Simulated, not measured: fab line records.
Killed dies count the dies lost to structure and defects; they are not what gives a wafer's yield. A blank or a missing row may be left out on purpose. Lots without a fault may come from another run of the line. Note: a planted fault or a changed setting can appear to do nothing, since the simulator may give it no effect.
The same fault as seen by 2 desks	flow sky130	each desk holds nothing but its own numbers, with what lay behind them at the end

AT THE METROLOGY DESK
Means of the sampled wafers that have a number, per lot and without regard to the tool the lot ran on: this is what the gauges read. If a lot's mean is further than 4 standard deviations from the usual mean, the lot is out of limits and carries the mark OUT (the distance appears in the brackets).
Columns: A = VIA2_OVL at SKY_VIA2_OVL_MEAS_13, usual -2 nm; B = VIA2_W_RS at SKY_VIA2_RS_MEAS_22, usual 0.274 ohm/sq; C = VIA2_W_THK at SKY_VIA2_THK_MEAS_23, usual 435 nm
lot	first seen here	A	B	C
L660	day 37 17:04	-9	0.277	425
L664	day 38 19:46	-6	0.273	443
L665	day 39 09:14	-3	0.276	434
L667	day 39 17:19	-6	0.275	430
L666	day 39 18:21	2	0.268	446
L673	day 41 12:19	-7	0.270	448
This desk found nothing out of limits on any of the 6 lots.

AT THE TOOL OWNER'S DESK: pvd-sputter-01
The tool's own readings at SKY_METAL3_SPUTTER_00 (material Ti, target thk 15 nm, time 10 s): means of the sampled wafers that have a number, for each lot that ran on this tool. If a lot's mean is further than 4 standard deviations from the usual mean, the lot is out of limits and carries the mark OUT (the distance appears in the brackets).
Columns: A = chamber-pressure-pa at SKY_METAL3_SPUTTER_00, usual 0.4001 Pa; B = throttle-valve-pct at SKY_METAL3_SPUTTER_00, usual 30.5 %
lot	first seen here	A	B
L660	day 37 18:28	0.3994	32.1
L667	day 39 18:44	0.4003	31.9
L666	day 39 19:44	0.4005	32.2
This desk found nothing out of limits on any of the 3 lots.

BROUGHT TOGETHER
Nothing out of limits was seen by the metrology desk.
Nothing out of limits was seen by the tool owner's desk.

WHAT WAS PUT IN BY THE SIMULATOR
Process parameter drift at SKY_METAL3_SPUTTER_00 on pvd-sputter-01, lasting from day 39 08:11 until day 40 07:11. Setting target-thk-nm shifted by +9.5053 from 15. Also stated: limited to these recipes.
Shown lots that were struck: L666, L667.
